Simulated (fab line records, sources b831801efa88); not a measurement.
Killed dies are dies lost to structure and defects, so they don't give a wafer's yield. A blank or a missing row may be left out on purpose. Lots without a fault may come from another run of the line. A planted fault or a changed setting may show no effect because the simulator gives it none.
Tool commonality check | flow sky130 | 13 lots, 39 wafers sampled

WHY IT WAS OPENED
At SKY_LDD_HVN_OVL_MEAS_07 the reading LDD_HVN_OVL is flagged on 2 of 13 lots. Wafers without a fault read -0.5 nm, standard deviation 1.3.
Rule: a lot is flagged when every wafer of it that has a number lies more than 4 standard deviations from that mean, or none has a number. The other lots count as sound.

lot  | measured     | on         | LDD_HVN_OVL (nm), wafer by wafer | flag
L189 | day 20 05:25 | overlay-01 | -1.0 0.5 -2.0                    |
L190 | day 20 16:59 | overlay-01 | -1.9 -0.7 -2.3                   |
L191 | day 21 05:50 | overlay-02 | -2.3 -0.8 -0.7                   |
L192 | day 21 14:49 | overlay-01 | 0.8 0.6 0.4                      |
L194 | day 22 05:31 | overlay-02 | -1.0 -0.2 -2.3                   |
L193 | day 22 16:52 | overlay-02 | -0.4 2.0 1.8                     |
L195 | day 23 10:50 | overlay-01 | -1.8 -0.5 -1.0                   |
L201 | day 25 05:19 | overlay-01 | 157.5 154.8 156.0                | FLAGGED
L204 | day 25 17:46 | overlay-02 | -1.8 0.5 1.2                     |
L203 | day 25 23:46 | overlay-02 | 155.4 154.9 156.7                | FLAGGED
L206 | day 26 15:26 | overlay-01 | 0.7 0.6 1.7                      |
L209 | day 27 13:49 | overlay-02 | -1.6 0.7 -0.3                    |
L211 | day 28 02:01 | overlay-02 | -1.5 -1.0 -0.9                   |
The numbers of the flagged lots are 155.9 nm on average: +156.4 nm against the usual, or +99 or more standard deviations.

WHICH TOOL RAN EACH LOT
The record holds 1 process step before the reading, out of a route of 708 steps. In each cell: the tool, then ch and the chambers that the sampled wafers went through, then the start.
lot  | flag    | SKY_LDD_HVN_EXPOSE_04
L189 |         | iline_stepper-02 ch 0, day 19 14:32
L190 |         | iline_stepper-01 ch 0, day 20 02:00
L191 |         | iline_stepper-01 ch 0, day 20 14:50
L192 |         | iline_stepper-02 ch 0, day 21 00:09
L194 |         | iline_stepper-01 ch 0, day 21 14:49
L193 |         | iline_stepper-01 ch 0, day 22 03:05
L195 |         | iline_stepper-01 ch 0, day 22 19:53
L201 | FLAGGED | iline_stepper-02 ch 0, day 24 14:55
L204 |         | iline_stepper-01 ch 0, day 25 03:56
L203 | FLAGGED | iline_stepper-02 ch 0, day 25 08:53
L206 |         | iline_stepper-01 ch 0, day 26 00:58
L209 |         | iline_stepper-01 ch 0, day 26 23:02
L211 |         | iline_stepper-01 ch 0, day 27 12:32
What these steps do:
- SKY_LDD_HVN_EXPOSE_04: exposes mask HVNTM, target cd 700 nm.
- SKY_LDD_HVN_OVL_MEAS_07

FLAGGED OVER TOTAL, TOOL BY TOOL (the gauges that took the reading come last)
step                    | tool             | lots run | flagged | share of the flagged lots | sound lots run after its first flagged lot
SKY_LDD_HVN_EXPOSE_04   | iline_stepper-01 | 9        | 0       | none                      | -
SKY_LDD_HVN_EXPOSE_04   | iline_stepper-02 | 4        | 2       | all                       | 0
SKY_LDD_HVN_OVL_MEAS_07 | overlay-01       | 6        | 1       | some                      | 1 (L206)
SKY_LDD_HVN_OVL_MEAS_07 | overlay-02       | 7        | 1       | some                      | 2 (L209,L211)

WHAT THE TABLE ALLOWS
1 row of the table ran every flagged lot: iline_stepper-02 at SKY_LDD_HVN_EXPOSE_04.
- iline_stepper-02 at SKY_LDD_HVN_EXPOSE_04: 2 of its 4 lots flagged. Its last sound lot is L192 (day 21 00:09), its first flagged lot L201 (day 24 14:55): a fault that began between those two fits.
One tool is left: iline_stepper-02 at SKY_LDD_HVN_EXPOSE_04.

WHAT THE SIMULATOR HAD PUT IN
Scanner matching overlay: iline_stepper-02, from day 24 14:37 on, at SKY_LDD_HVN_EXPOSE_04. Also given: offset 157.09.
Lots struck among those shown: L201, L203. The rule above found the same.
